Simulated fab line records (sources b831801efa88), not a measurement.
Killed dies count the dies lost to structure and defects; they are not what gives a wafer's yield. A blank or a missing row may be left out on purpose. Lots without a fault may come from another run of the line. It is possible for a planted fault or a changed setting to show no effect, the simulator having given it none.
fab line records / flow gf180mcu
[record] lots = 15 wafers = 45 lastDay = 34
route steps=602 shown M1@330 V1@340
lots untouched by any fault: they come from a run of this same line in which no faults occurred
startH: hours from the record's first day to the start of the lot's first wafer shown / waitH: hours elapsed since this lot's preceding step / " repeats the value in the row above / L1.1+2: a single row standing in for several wafers / - value missing, or start not given / * or withheld: withheld / < > ~ a bound
route shown NAME@n: NAME is a module with steps in the file, n the number in the route of the first one / usual: the fault-free wafers' mean and standard deviation / same: alike in all rows / chamber/n: place in a boat / sites: each site's reading / _std_site: standard deviation of those values / _edge_site: the outer-site mean with the inner-site mean subtracted / radiusMm: for every site, how far away it sits from the centre of the wafer / mask NAME#n: copy n / behind: the most recent tool/chamber to have shaped the wafer / hold: cause of the lot's hold/its duration in hours/its outcome / device: names the non-switching transistor (n, p or np) / end of line: the route-end tests of the same wafers / where a step has no rows: the recipe by itself / killed: dies lost to structure and defects at the first sort, not the wafer's yield / map: per-die view of a wafer (x killed, . not killed, _ where there is no die)
set.NAME: the run value of the setting; set.NAME@STEP: its run value at that earlier step / model.NAME: the simulator's own value behind a step, which no gauge read
the route's steps for a sample of lots (tables are steps, rows are wafers)
services: a tool's chamber out of use, with start hour (startH, from the record's first day; less than 0 if before it), hours out, and reason
[[steps]]
[step GF_M1_OVL_MEAS_15]
[usual] M1_OVL = -1/5
lot.wafer=L485.1 tool=overlay-01 chamber=- startH=411.02 waitH=0.1 M1_OVL[nm]=-6
lot.wafer=L485.3 tool=overlay-01 chamber=- startH=411.02 waitH=0.1 M1_OVL[nm]=1
lot.wafer=L485.6 tool=overlay-01 chamber=- startH=411.02 waitH=0.1 M1_OVL[nm]=-1
lot.wafer=L486.1 tool=overlay-02 chamber=- startH=415.57 waitH=0.1 M1_OVL[nm]=-9
lot.wafer=L486.2 tool=overlay-02 chamber=- startH=415.57 waitH=0.1 M1_OVL[nm]=-2
lot.wafer=L486.3 tool=overlay-02 chamber=- startH=415.57 waitH=0.1 M1_OVL[nm]=-6
lot.wafer=L487.1 tool=overlay-02 chamber=- startH=431.97 waitH=0.1 M1_OVL[nm]=-6
lot.wafer=L487.2 tool=overlay-02 chamber=- startH=431.97 waitH=0.1 M1_OVL[nm]=-5
lot.wafer=L487.3 tool=overlay-02 chamber=- startH=431.97 waitH=0.1 M1_OVL[nm]=-10
lot.wafer=L488.1 tool=overlay-01 chamber=- startH=443.72 waitH=0.1 M1_OVL[nm]=4
lot.wafer=L488.2 tool=overlay-01 chamber=- startH=443.72 waitH=0.1 M1_OVL[nm]=8
lot.wafer=L488.3 tool=overlay-01 chamber=- startH=443.72 waitH=0.1 M1_OVL[nm]=-2
lot.wafer=L490.2 tool=overlay-02 chamber=- startH=455.03 waitH=0.1 M1_OVL[nm]=-10
lot.wafer=L490.3 tool=overlay-02 chamber=- startH=455.03 waitH=0.1 M1_OVL[nm]=-15
lot.wafer=L490.4 tool=overlay-02 chamber=- startH=455.03 waitH=0.1 M1_OVL[nm]=-10
lot.wafer=L489.3 tool=overlay-02 chamber=- startH=455.38 waitH=0.1 M1_OVL[nm]=1
lot.wafer=L489.4 tool=overlay-02 chamber=- startH=455.38 waitH=0.1 M1_OVL[nm]=-7
lot.wafer=L489.6 tool=overlay-02 chamber=- startH=455.38 waitH=0.1 M1_OVL[nm]=-11
lot.wafer=L491.1 tool=overlay-02 chamber=- startH=463.94 waitH=0.1 M1_OVL[nm]=7
lot.wafer=L491.3 tool=overlay-02 chamber=- startH=463.94 waitH=0.1 M1_OVL[nm]=1
lot.wafer=L491.4 tool=overlay-02 chamber=- startH=463.94 waitH=0.1 M1_OVL[nm]=3
lot.wafer=L496.3 tool=overlay-01 chamber=- startH=502.44 waitH=0.1 M1_OVL[nm]=4
lot.wafer=L496.4 tool=overlay-01 chamber=- startH=502.44 waitH=0.1 M1_OVL[nm]=6
lot.wafer=L496.6 tool=overlay-01 chamber=- startH=502.44 waitH=0.1 M1_OVL[nm]=9
lot.wafer=L497.3 tool=overlay-01 chamber=- startH=515.00 waitH=0.1 M1_OVL[nm]=0
lot.wafer=L497.5 tool=overlay-01 chamber=- startH=515.00 waitH=0.1 M1_OVL[nm]=-2
lot.wafer=L497.6 tool=overlay-01 chamber=- startH=515.00 waitH=0.1 M1_OVL[nm]=-4
lot.wafer=L500.1 tool=overlay-01 chamber=- startH=538.44 waitH=0.1 M1_OVL[nm]=-6
lot.wafer=L500.3 tool=overlay-01 chamber=- startH=538.44 waitH=0.1 M1_OVL[nm]=4
lot.wafer=L500.6 tool=overlay-01 chamber=- startH=538.44 waitH=0.1 M1_OVL[nm]=-5
lot.wafer=L501.3 tool=overlay-01 chamber=- startH=541.25 waitH=0.1 M1_OVL[nm]=3
lot.wafer=L501.5 tool=overlay-01 chamber=- startH=541.25 waitH=0.1 M1_OVL[nm]=2
lot.wafer=L501.6 tool=overlay-01 chamber=- startH=541.25 waitH=0.1 M1_OVL[nm]=4
lot.wafer=L502.1 tool=overlay-02 chamber=- startH=546.97 waitH=0.1 M1_OVL[nm]=1
lot.wafer=L502.5 tool=overlay-02 chamber=- startH=546.97 waitH=0.1 M1_OVL[nm]=-9
lot.wafer=L502.6 tool=overlay-02 chamber=- startH=546.97 waitH=0.1 M1_OVL[nm]=-14
lot.wafer=L503.1 tool=overlay-01 chamber=- startH=557.22 waitH=0.1 M1_OVL[nm]=-1
lot.wafer=L503.3 tool=overlay-01 chamber=- startH=557.22 waitH=0.1 M1_OVL[nm]=5
lot.wafer=L503.4 tool=overlay-01 chamber=- startH=557.22 waitH=0.1 M1_OVL[nm]=2
lot.wafer=L504.1 tool=overlay-01 chamber=- startH=566.92 waitH=0.1 M1_OVL[nm]=-6
lot.wafer=L504.3 tool=overlay-01 chamber=- startH=566.92 waitH=0.1 M1_OVL[nm]=-2
lot.wafer=L504.5 tool=overlay-01 chamber=- startH=566.92 waitH=0.1 M1_OVL[nm]=0
lot.wafer=L506.3 tool=overlay-02 chamber=- startH=574.15 waitH=0.1 M1_OVL[nm]=3
lot.wafer=L506.5 tool=overlay-02 chamber=- startH=574.15 waitH=0.1 M1_OVL[nm]=2
lot.wafer=L506.6 tool=overlay-02 chamber=- startH=574.15 waitH=0.1 M1_OVL[nm]=0
[step GF_V1_BOW_MEAS_05]
[recipe] mode = bow
[usual] V1_BOW = 81/7.3
lot.wafer=L485.1 tool=filmMetro-03 chamber=- startH=412.43 waitH=0.1 V1_BOW[um]=94
lot.wafer=L485.3 tool=filmMetro-03 chamber=- startH=412.43 waitH=0.1 V1_BOW[um]=90
lot.wafer=L485.6 tool=filmMetro-03 chamber=- startH=412.43 waitH=0.1 V1_BOW[um]=87
lot.wafer=L486.1 tool=filmMetro-04 chamber=- startH=416.85 waitH=0.2 V1_BOW[um]=72
lot.wafer=L486.2 tool=filmMetro-04 chamber=- startH=416.85 waitH=0.2 V1_BOW[um]=71
lot.wafer=L486.3 tool=filmMetro-04 chamber=- startH=416.85 waitH=0.2 V1_BOW[um]=78
lot.wafer=L487.1 tool=filmMetro-01 chamber=- startH=433.21 waitH=0.2 V1_BOW[um]=71
lot.wafer=L487.2 tool=filmMetro-01 chamber=- startH=433.21 waitH=0.2 V1_BOW[um]=83
lot.wafer=L487.3 tool=filmMetro-01 chamber=- startH=433.21 waitH=0.2 V1_BOW[um]=80
lot.wafer=L488.1 tool=filmMetro-04 chamber=- startH=445.08 waitH=0.2 V1_BOW[um]=92
lot.wafer=L488.2 tool=filmMetro-04 chamber=- startH=445.08 waitH=0.2 V1_BOW[um]=74
lot.wafer=L488.3 tool=filmMetro-04 chamber=- startH=445.08 waitH=0.2 V1_BOW[um]=92
lot.wafer=L490.2 tool=filmMetro-04 chamber=- startH=456.40 waitH=0.2 V1_BOW[um]=75
lot.wafer=L490.3 tool=filmMetro-04 chamber=- startH=456.40 waitH=0.2 V1_BOW[um]=82
lot.wafer=L490.4 tool=filmMetro-04 chamber=- startH=456.40 waitH=0.2 V1_BOW[um]=81
lot.wafer=L489.3 tool=filmMetro-03 chamber=- startH=456.69 waitH=0.3 V1_BOW[um]=90
lot.wafer=L489.4 tool=filmMetro-03 chamber=- startH=456.69 waitH=0.3 V1_BOW[um]=86
lot.wafer=L489.6 tool=filmMetro-03 chamber=- startH=456.69 waitH=0.3 V1_BOW[um]=79
lot.wafer=L491.1 tool=filmMetro-01 chamber=- startH=465.19 waitH=0.2 V1_BOW[um]=82
lot.wafer=L491.3 tool=filmMetro-01 chamber=- startH=465.19 waitH=0.2 V1_BOW[um]=76
lot.wafer=L491.4 tool=filmMetro-01 chamber=- startH=465.19 waitH=0.2 V1_BOW[um]=95
lot.wafer=L496.3 tool=filmMetro-01 chamber=- startH=503.75 waitH=0.3 V1_BOW[um]=78
lot.wafer=L496.4 tool=filmMetro-01 chamber=- startH=503.75 waitH=0.3 V1_BOW[um]=97
lot.wafer=L496.6 tool=filmMetro-01 chamber=- startH=503.75 waitH=0.3 V1_BOW[um]=81
lot.wafer=L497.3 tool=filmMetro-01 chamber=- startH=516.30 waitH=0.1 V1_BOW[um]=72
lot.wafer=L497.5 tool=filmMetro-01 chamber=- startH=516.30 waitH=0.1 V1_BOW[um]=88
lot.wafer=L497.6 tool=filmMetro-01 chamber=- startH=516.30 waitH=0.1 V1_BOW[um]=83
lot.wafer=L500.1 tool=filmMetro-01 chamber=- startH=539.86 waitH=0.2 V1_BOW[um]=78
lot.wafer=L500.3 tool=filmMetro-01 chamber=- startH=539.86 waitH=0.2 V1_BOW[um]=77
lot.wafer=L500.6 tool=filmMetro-01 chamber=- startH=539.86 waitH=0.2 V1_BOW[um]=70
lot.wafer=L501.3 tool=filmMetro-03 chamber=- startH=542.95 waitH=0.3 V1_BOW[um]=81
lot.wafer=L501.5 tool=filmMetro-03 chamber=- startH=542.95 waitH=0.3 V1_BOW[um]=70
lot.wafer=L501.6 tool=filmMetro-03 chamber=- startH=542.95 waitH=0.3 V1_BOW[um]=69
lot.wafer=L502.1 tool=filmMetro-03 chamber=- startH=548.65 waitH=0.1 V1_BOW[um]=85
lot.wafer=L502.5 tool=filmMetro-03 chamber=- startH=548.65 waitH=0.1 V1_BOW[um]=68
lot.wafer=L502.6 tool=filmMetro-03 chamber=- startH=548.65 waitH=0.1 V1_BOW[um]=79
lot.wafer=L503.1 tool=filmMetro-01 chamber=- startH=558.50 waitH=0.2 V1_BOW[um]=81
lot.wafer=L503.3 tool=filmMetro-01 chamber=- startH=558.50 waitH=0.2 V1_BOW[um]=93
lot.wafer=L503.4 tool=filmMetro-01 chamber=- startH=558.50 waitH=0.2 V1_BOW[um]=80
lot.wafer=L504.1 tool=filmMetro-03 chamber=- startH=568.57 waitH=0.1 V1_BOW[um]=85
lot.wafer=L504.3 tool=filmMetro-03 chamber=- startH=568.57 waitH=0.1 V1_BOW[um]=87
lot.wafer=L504.5 tool=filmMetro-03 chamber=- startH=568.57 waitH=0.1 V1_BOW[um]=79
lot.wafer=L506.3 tool=filmMetro-03 chamber=- startH=575.43 waitH=0.2 V1_BOW[um]=91
lot.wafer=L506.5 tool=filmMetro-03 chamber=- startH=575.43 waitH=0.2 V1_BOW[um]=90
lot.wafer=L506.6 tool=filmMetro-03 chamber=- startH=575.43 waitH=0.2 V1_BOW[um]=80
[step GF_V1_PEB_12]
[recipe] pebTempC = 135 pebTimeS = 90 resist = KrF
[usual] chillPlateTempC = 23.02/0.099 exhaustPa = 44.9/0.98
lot.wafer=L485.1 tool=lithoTrack-02 chamber=0 startH=435.87 waitH=- chillPlateTempC=23.02 exhaustPa=45.6
lot.wafer=L485.3 tool=lithoTrack-02 chamber=0 startH=435.87 waitH=- chillPlateTempC=23.01 exhaustPa=44.6
lot.wafer=L485.6 tool=lithoTrack-02 chamber=0 startH=435.87 waitH=- chillPlateTempC=22.92 exhaustPa=46.2
lot.wafer=L486.1 tool=lithoTrack-01 chamber=0 startH=440.47 waitH=- chillPlateTempC=22.94 exhaustPa=44.8
lot.wafer=L486.2 tool=lithoTrack-01 chamber=0 startH=440.47 waitH=- chillPlateTempC=22.92 exhaustPa=46.4
lot.wafer=L486.3 tool=lithoTrack-01 chamber=0 startH=440.47 waitH=- chillPlateTempC=22.99 exhaustPa=45.4
lot.wafer=L487.1 tool=lithoTrack-02 chamber=0 startH=457.22 waitH=- chillPlateTempC=23.08 exhaustPa=45.0
lot.wafer=L487.2 tool=lithoTrack-02 chamber=0 startH=457.22 waitH=- chillPlateTempC=23.02 exhaustPa=44.7
lot.wafer=L487.3 tool=lithoTrack-02 chamber=0 startH=457.22 waitH=- chillPlateTempC=23.07 exhaustPa=43.2
lot.wafer=L488.1 tool=lithoTrack-02 chamber=- startH=469.22 waitH=- chillPlateTempC=- exhaustPa=-
lot.wafer=L488.2 tool=lithoTrack-02 chamber=- startH=469.22 waitH=- chillPlateTempC=- exhaustPa=-
lot.wafer=L488.3 tool=lithoTrack-02 chamber=- startH=469.22 waitH=- chillPlateTempC=- exhaustPa=-
lot.wafer=L490.2 tool=lithoTrack-04 chamber=- startH=480.29 waitH=- chillPlateTempC=- exhaustPa=-
lot.wafer=L490.3 tool=lithoTrack-04 chamber=- startH=480.29 waitH=- chillPlateTempC=- exhaustPa=-
lot.wafer=L490.4 tool=lithoTrack-04 chamber=- startH=480.29 waitH=- chillPlateTempC=- exhaustPa=-
lot.wafer=L489.3 tool=lithoTrack-01 chamber=- startH=480.98 waitH=- chillPlateTempC=- exhaustPa=-
lot.wafer=L489.4 tool=lithoTrack-01 chamber=- startH=480.98 waitH=- chillPlateTempC=- exhaustPa=-
lot.wafer=L489.6 tool=lithoTrack-01 chamber=- startH=480.98 waitH=- chillPlateTempC=- exhaustPa=-
lot.wafer=L491.1 tool=lithoTrack-04 chamber=0 startH=488.80 waitH=- chillPlateTempC=23.08 exhaustPa=44.5
lot.wafer=L491.3 tool=lithoTrack-04 chamber=0 startH=488.80 waitH=- chillPlateTempC=23.12 exhaustPa=45.2
lot.wafer=L491.4 tool=lithoTrack-04 chamber=0 startH=488.80 waitH=- chillPlateTempC=23.11 exhaustPa=45.7
lot.wafer=L496.3 tool=lithoTrack-01 chamber=0 startH=526.58 waitH=- chillPlateTempC=23.09 exhaustPa=44.5
lot.wafer=L496.4 tool=lithoTrack-01 chamber=0 startH=526.58 waitH=- chillPlateTempC=23.04 exhaustPa=43.7
lot.wafer=L496.6 tool=lithoTrack-01 chamber=0 startH=526.58 waitH=- chillPlateTempC=23.00 exhaustPa=44.2
lot.wafer=L497.3 tool=lithoTrack-01 chamber=0 startH=538.58 waitH=- chillPlateTempC=22.99 exhaustPa=45.0
lot.wafer=L497.5 tool=lithoTrack-01 chamber=0 startH=538.58 waitH=- chillPlateTempC=23.10 exhaustPa=44.7
lot.wafer=L497.6 tool=lithoTrack-01 chamber=0 startH=538.58 waitH=- chillPlateTempC=22.98 exhaustPa=43.5
lot.wafer=L500.1 tool=lithoTrack-01 chamber=0 startH=561.07 waitH=- chillPlateTempC=23.09 exhaustPa=44.9
lot.wafer=L500.3 tool=lithoTrack-01 chamber=0 startH=561.07 waitH=- chillPlateTempC=23.07 exhaustPa=45.2
lot.wafer=L500.6 tool=lithoTrack-01 chamber=0 startH=561.07 waitH=- chillPlateTempC=23.03 exhaustPa=44.3
lot.wafer=L501.3 tool=lithoTrack-02 chamber=0 startH=564.38 waitH=- chillPlateTempC=23.15 exhaustPa=45.2
lot.wafer=L501.5 tool=lithoTrack-02 chamber=0 startH=564.38 waitH=- chillPlateTempC=23.00 exhaustPa=46.3
lot.wafer=L501.6 tool=lithoTrack-02 chamber=0 startH=564.38 waitH=- chillPlateTempC=23.05 exhaustPa=44.0
lot.wafer=L502.1 tool=lithoTrack-02 chamber=0 startH=569.87 waitH=- chillPlateTempC=23.04 exhaustPa=45.9
lot.wafer=L502.5 tool=lithoTrack-02 chamber=0 startH=569.87 waitH=- chillPlateTempC=23.11 exhaustPa=46.8
lot.wafer=L502.6 tool=lithoTrack-02 chamber=0 startH=569.87 waitH=- chillPlateTempC=22.91 exhaustPa=46.0
lot.wafer=L503.1 tool=lithoTrack-02 chamber=0 startH=579.62 waitH=- chillPlateTempC=22.89 exhaustPa=44.6
lot.wafer=L503.3 tool=lithoTrack-02 chamber=0 startH=579.62 waitH=- chillPlateTempC=22.91 exhaustPa=44.9
lot.wafer=L503.4 tool=lithoTrack-02 chamber=0 startH=579.62 waitH=- chillPlateTempC=22.86 exhaustPa=45.1
lot.wafer=L504.1 tool=lithoTrack-02 chamber=0 startH=589.27 waitH=- chillPlateTempC=22.95 exhaustPa=43.8
lot.wafer=L504.3 tool=lithoTrack-02 chamber=0 startH=589.27 waitH=- chillPlateTempC=22.92 exhaustPa=43.7
lot.wafer=L504.5 tool=lithoTrack-02 chamber=0 startH=589.27 waitH=- chillPlateTempC=22.94 exhaustPa=42.5
lot.wafer=L506.3 tool=lithoTrack-02 chamber=0 startH=596.33 waitH=- chillPlateTempC=23.06 exhaustPa=44.1
lot.wafer=L506.5 tool=lithoTrack-02 chamber=0 startH=596.33 waitH=- chillPlateTempC=23.09 exhaustPa=44.3
lot.wafer=L506.6 tool=lithoTrack-02 chamber=0 startH=596.33 waitH=- chillPlateTempC=23.26 exhaustPa=42.8
[step GF_V1_ETCH_16]
[recipe] chemistry = N2/H2 targetDepthA = withheld overetchA = withheld timeS = withheld target = BARC ionEnergyEv = 200 sourceW = 500 biasW = 100 pressureMtorr = 30 n2FlowSccm = 100 h2FlowSccm = 200
[usual] drypumpMotorCurrentA = 5.7/0.37 n2FlowSccm = 100.0/0.32 oesProductAu = 0.855/0.0045 throttleValvePct = 13.225/0.0096
lot.wafer=L485.1 tool=rieDiel-03 chamber=1 startH=436.38 waitH=0.0 drypumpMotorCurrentA=5.5 n2FlowSccm=100.1 oesProductAu=0.853 throttleValvePct=13.231
lot.wafer=L485.3 tool=rieDiel-03 chamber=3 startH=436.38 waitH=0.0 drypumpMotorCurrentA=5.2 n2FlowSccm=99.5 oesProductAu=0.849 throttleValvePct=13.208
lot.wafer=L485.6 tool=rieDiel-03 chamber=3 startH=436.38 waitH=0.0 drypumpMotorCurrentA=5.2 n2FlowSccm=99.6 oesProductAu=0.860 throttleValvePct=13.225
lot.wafer=L486.1 tool=rieDiel-03 chamber=2 startH=440.97 waitH=0.0 drypumpMotorCurrentA=5.3 n2FlowSccm=99.8 oesProductAu=0.854 throttleValvePct=13.230
lot.wafer=L486.2 tool=rieDiel-03 chamber=3 startH=440.97 waitH=0.0 drypumpMotorCurrentA=5.2 n2FlowSccm=99.7 oesProductAu=0.861 throttleValvePct=13.240
lot.wafer=L486.3 tool=rieDiel-03 chamber=1 startH=440.97 waitH=0.0 drypumpMotorCurrentA=5.5 n2FlowSccm=100.0 oesProductAu=0.864 throttleValvePct=13.224
lot.wafer=L487.1 tool=rieDiel-03 chamber=2 startH=457.73 waitH=0.0 drypumpMotorCurrentA=5.3 n2FlowSccm=99.8 oesProductAu=0.854 throttleValvePct=13.222
lot.wafer=L487.2 tool=rieDiel-03 chamber=0 startH=457.73 waitH=0.0 drypumpMotorCurrentA=5.4 n2FlowSccm=100.3 oesProductAu=0.857 throttleValvePct=13.230
lot.wafer=L487.3 tool=rieDiel-03 chamber=3 startH=457.73 waitH=0.0 drypumpMotorCurrentA=5.2 n2FlowSccm=99.9 oesProductAu=0.856 throttleValvePct=13.231
lot.wafer=L488.1 tool=rieDiel-03 chamber=0 startH=469.73 waitH=0.0 drypumpMotorCurrentA=5.4 n2FlowSccm=99.5 oesProductAu=0.856 throttleValvePct=13.214
lot.wafer=L488.2 tool=rieDiel-03 chamber=2 startH=469.73 waitH=0.0 drypumpMotorCurrentA=5.3 n2FlowSccm=100.0 oesProductAu=0.855 throttleValvePct=13.211
lot.wafer=L488.3 tool=rieDiel-03 chamber=3 startH=469.73 waitH=0.0 drypumpMotorCurrentA=5.2 n2FlowSccm=100.1 oesProductAu=0.859 throttleValvePct=13.220
lot.wafer=L490.2 tool=rieDiel-04 chamber=1 startH=480.76 waitH=0.0 drypumpMotorCurrentA=6.5 n2FlowSccm=99.9 oesProductAu=0.855 throttleValvePct=13.226
lot.wafer=L490.3 tool=rieDiel-04 chamber=2 startH=480.76 waitH=0.0 drypumpMotorCurrentA=5.6 n2FlowSccm=100.4 oesProductAu=0.857 throttleValvePct=13.233
lot.wafer=L490.4 tool=rieDiel-04 chamber=0 startH=480.76 waitH=0.0 drypumpMotorCurrentA=5.6 n2FlowSccm=99.3 oesProductAu=0.858 throttleValvePct=13.222
lot.wafer=L489.3 tool=rieDiel-03 chamber=0 startH=481.42 waitH=0.0 drypumpMotorCurrentA=5.4 n2FlowSccm=99.9 oesProductAu=0.855 throttleValvePct=13.218
lot.wafer=L489.4 tool=rieDiel-03 chamber=3 startH=481.42 waitH=0.0 drypumpMotorCurrentA=5.2 n2FlowSccm=99.7 oesProductAu=0.855 throttleValvePct=13.212
lot.wafer=L489.6 tool=rieDiel-03 chamber=0 startH=481.42 waitH=0.0 drypumpMotorCurrentA=5.4 n2FlowSccm=100.1 oesProductAu=0.860 throttleValvePct=13.231
lot.wafer=L491.1 tool=rieDiel-02 chamber=2 startH=489.31 waitH=0.0 drypumpMotorCurrentA=5.6 n2FlowSccm=100.3 oesProductAu=0.851 throttleValvePct=13.201
lot.wafer=L491.3 tool=rieDiel-02 chamber=0 startH=489.31 waitH=0.0 drypumpMotorCurrentA=6.1 n2FlowSccm=99.4 oesProductAu=0.858 throttleValvePct=13.233
lot.wafer=L491.4 tool=rieDiel-02 chamber=3 startH=489.31 waitH=0.0 drypumpMotorCurrentA=6.0 n2FlowSccm=100.1 oesProductAu=0.855 throttleValvePct=13.222
lot.wafer=L496.3 tool=rieDiel-03 chamber=2 startH=527.02 waitH=0.0 drypumpMotorCurrentA=5.4 n2FlowSccm=100.1 oesProductAu=0.860 throttleValvePct=13.216
lot.wafer=L496.4 tool=rieDiel-03 chamber=3 startH=527.02 waitH=0.0 drypumpMotorCurrentA=5.2 n2FlowSccm=100.1 oesProductAu=0.858 throttleValvePct=13.211
lot.wafer=L496.6 tool=rieDiel-03 chamber=3 startH=527.02 waitH=0.0 drypumpMotorCurrentA=5.1 n2FlowSccm=100.0 oesProductAu=0.859 throttleValvePct=13.225
lot.wafer=L497.3 tool=rieDiel-04 chamber=1 startH=539.02 waitH=0.0 drypumpMotorCurrentA=6.5 n2FlowSccm=99.7 oesProductAu=0.849 throttleValvePct=13.224
lot.wafer=L497.5 tool=rieDiel-04 chamber=0 startH=539.02 waitH=0.0 drypumpMotorCurrentA=5.6 n2FlowSccm=101.1 oesProductAu=0.862 throttleValvePct=13.208
lot.wafer=L497.6 tool=rieDiel-04 chamber=2 startH=539.02 waitH=0.0 drypumpMotorCurrentA=5.6 n2FlowSccm=100.2 oesProductAu=0.852 throttleValvePct=13.223
lot.wafer=L500.1 tool=rieDiel-04 chamber=1 startH=561.57 waitH=0.0 drypumpMotorCurrentA=6.5 n2FlowSccm=100.0 oesProductAu=0.854 throttleValvePct=13.226
lot.wafer=L500.3 tool=rieDiel-04 chamber=2 startH=561.57 waitH=0.0 drypumpMotorCurrentA=5.6 n2FlowSccm=100.1 oesProductAu=0.851 throttleValvePct=13.241
lot.wafer=L500.6 tool=rieDiel-04 chamber=0 startH=561.57 waitH=0.0 drypumpMotorCurrentA=5.6 n2FlowSccm=99.9 oesProductAu=0.851 throttleValvePct=13.212
lot.wafer=L501.3 tool=rieDiel-02 chamber=2 startH=564.82 waitH=0.0 drypumpMotorCurrentA=5.6 n2FlowSccm=99.2 oesProductAu=0.858 throttleValvePct=13.229
lot.wafer=L501.5 tool=rieDiel-02 chamber=1 startH=564.82 waitH=0.0 drypumpMotorCurrentA=5.9 n2FlowSccm=100.0 oesProductAu=0.857 throttleValvePct=13.225
lot.wafer=L501.6 tool=rieDiel-02 chamber=0 startH=564.82 waitH=0.0 drypumpMotorCurrentA=6.1 n2FlowSccm=100.1 oesProductAu=0.858 throttleValvePct=13.230
lot.wafer=L502.1 tool=rieDiel-04 chamber=3 startH=570.37 waitH=0.0 drypumpMotorCurrentA=5.8 n2FlowSccm=100.0 oesProductAu=0.864 throttleValvePct=13.241
lot.wafer=L502.5 tool=rieDiel-04 chamber=0 startH=570.37 waitH=0.0 drypumpMotorCurrentA=5.6 n2FlowSccm=100.5 oesProductAu=0.845 throttleValvePct=13.222
lot.wafer=L502.6 tool=rieDiel-04 chamber=3 startH=570.37 waitH=0.0 drypumpMotorCurrentA=5.8 n2FlowSccm=99.7 oesProductAu=0.868 throttleValvePct=13.246
lot.wafer=L503.1 tool=rieDiel-04 chamber=3 startH=580.12 waitH=0.0 drypumpMotorCurrentA=5.8 n2FlowSccm=99.8 oesProductAu=0.851 throttleValvePct=13.234
lot.wafer=L503.3 tool=rieDiel-04 chamber=0 startH=580.12 waitH=0.0 drypumpMotorCurrentA=5.6 n2FlowSccm=99.5 oesProductAu=0.857 throttleValvePct=13.227
lot.wafer=L503.4 tool=rieDiel-04 chamber=2 startH=580.12 waitH=0.0 drypumpMotorCurrentA=5.6 n2FlowSccm=100.0 oesProductAu=0.856 throttleValvePct=13.242
lot.wafer=L504.1 tool=rieDiel-04 chamber=0 startH=589.77 waitH=0.0 drypumpMotorCurrentA=5.6 n2FlowSccm=99.9 oesProductAu=0.855 throttleValvePct=13.222
lot.wafer=L504.3 tool=rieDiel-04 chamber=3 startH=589.77 waitH=0.0 drypumpMotorCurrentA=5.8 n2FlowSccm=100.1 oesProductAu=0.862 throttleValvePct=13.240
lot.wafer=L504.5 tool=rieDiel-04 chamber=1 startH=589.77 waitH=0.0 drypumpMotorCurrentA=6.5 n2FlowSccm=99.9 oesProductAu=0.853 throttleValvePct=13.215
lot.wafer=L506.3 tool=rieDiel-03 chamber=2 startH=596.77 waitH=0.0 drypumpMotorCurrentA=5.4 n2FlowSccm=100.0 oesProductAu=0.850 throttleValvePct=13.238
lot.wafer=L506.5 tool=rieDiel-03 chamber=0 startH=596.77 waitH=0.0 drypumpMotorCurrentA=5.4 n2FlowSccm=100.3 oesProductAu=0.850 throttleValvePct=13.233
lot.wafer=L506.6 tool=rieDiel-03 chamber=3 startH=596.77 waitH=0.0 drypumpMotorCurrentA=5.2 n2FlowSccm=100.0 oesProductAu=0.862 throttleValvePct=13.226
[[services]]
tool=rieDiel-02 chamber=1 startH=450.88 hours=12.3 kind=repair
tool=rieDiel-03 chamber=3 startH=458.75 hours=7.5 kind=repair
tool=rieDiel-03 chamber=- startH=460.73 hours=0.5 kind=repair
tool=rieDiel-03 chamber=1 startH=494.63 hours=4.1 kind=repair
tool=rieDiel-03 chamber=2 startH=498.71 hours=- kind=clean
tool=rieDiel-03 chamber=2 startH=498.71 hours=18.3 kind=scheduledDown
tool=rieDiel-03 chamber=2 startH=498.71 hours=18.3 kind=ventCycle
tool=rieDiel-02 chamber=1 startH=508.66 hours=14.4 kind=repair
tool=rieDiel-04 chamber=2 startH=509.99 hours=8.1 kind=repair
tool=lithoTrack-01 chamber=- startH=531.29 hours=- kind=consumableReplace:filter
tool=rieDiel-04 chamber=3 startH=535.66 hours=4.5 kind=repair
tool=rieDiel-04 chamber=3 startH=540.12 hours=- kind=clean
tool=rieDiel-04 chamber=3 startH=540.12 hours=16.4 kind=scheduledDown
tool=rieDiel-04 chamber=3 startH=540.12 hours=16.4 kind=ventCycle
tool=rieDiel-03 chamber=- startH=567.07 hours=0.7 kind=repair
tool=rieDiel-03 chamber=1 startH=575.90 hours=5.7 kind=repair
[[key]]
[firstSign] step = GF_V1_PEB_12 reading = toolRecord direction = missing
effect none on later readings
metAt GF_V1_PEB_12
struckLots L488,L489,L490
laterRowsLeftOut L488.1,L488.2,L488.3,L489.3,L489.4,L489.6,L490.2,L490.3,L490.4
sortLeftOut L488.1,L488.2,L488.3,L489.3,L489.4,L489.6,L490.2,L490.3,L490.4
notActingAt GF_M1_OVL_MEAS_15,GF_V1_BOW_MEAS_05,GF_V1_ETCH_16
onsetBetween 457.22 469.22
[fault] kind = skippedStepWhole tool = lithoTrack-01,lithoTrack-02,lithoTrack-04 chamber = - onsetH = 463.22 steps = GF_V1_PEB_12 scope = struckLotsOnly
// sortLeftOut: the simulated sort isn't trusted on such a fault, so these wafers' sort isn't shown, and their yield isn't known
// laterRowsLeftOut: the simulator's readings of these wafers behind a module that went badly wrong aren't trusted and aren't shown, but for the sort
